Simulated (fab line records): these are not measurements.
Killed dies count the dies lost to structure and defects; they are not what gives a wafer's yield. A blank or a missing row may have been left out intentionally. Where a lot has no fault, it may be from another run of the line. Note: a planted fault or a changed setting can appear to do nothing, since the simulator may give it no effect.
Chamber matching ; flow sfqLine ; cmp-02 running SFQ_TRILAYER_A5B_CMP_CMP_130: 4 sister chambers
The step polishes, stops on Nb, target thk 340.7 nm. 8 wafers are shown with their chamber, then 8 later ones without.

== EACH WAFER AND ITS CHAMBER ==
wafer;chamber;motorCurrentA (A)
L899.1;1;10.1
L905.1;3;12.3
L905.3;0;9.7
L905.6;2;9.0
L909.1;2;9.3
L909.3;1;9.6
L909.4;0;9.2
L911.3;3;11.8

== WAFERS WITHOUT THEIR CHAMBER ==
wafer;motorCurrentA (A)
L911.1;9.7
L911.5;9.6
L915.3;9.4
L915.4;11.8
L915.6;11.5
L919.2;9.7
L919.1;12.2
L919.3;9.5

== EACH ONE'S CHAMBER ==
wafer;from the rows above;in truth
L911.1;can't be placed: 1 or 0 or 2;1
L911.5;can't be placed: 0 or 1 or 2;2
L915.3;can't be placed: 0 or 2 or 1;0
L915.4;3;3
L915.6;3;3
L919.2;can't be placed: 1 or 0 or 2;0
L919.1;3;3
L919.3;can't be placed: 0 or 1 or 2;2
Placed correctly: 3 of 8. These rows do not allow placing 5 (true chamber among the candidates in 5). 0 placed wrongly.
How it was worked out, from the rows above alone: a wafer's distance from a chamber is the root of the sum, over the readings, of the square of ((its reading less the chamber's mean) divided by the reading's scatter). The wafer belongs to the nearest chamber; if the next one is less than 2 further off, it can't be placed. Each chamber's mean is taken over the wafers shown for it. The scatter is the square root of a quotient: the sum, over the shown wafers, of each reading's squared deviation from its chamber's mean, divided by wafers minus chambers.
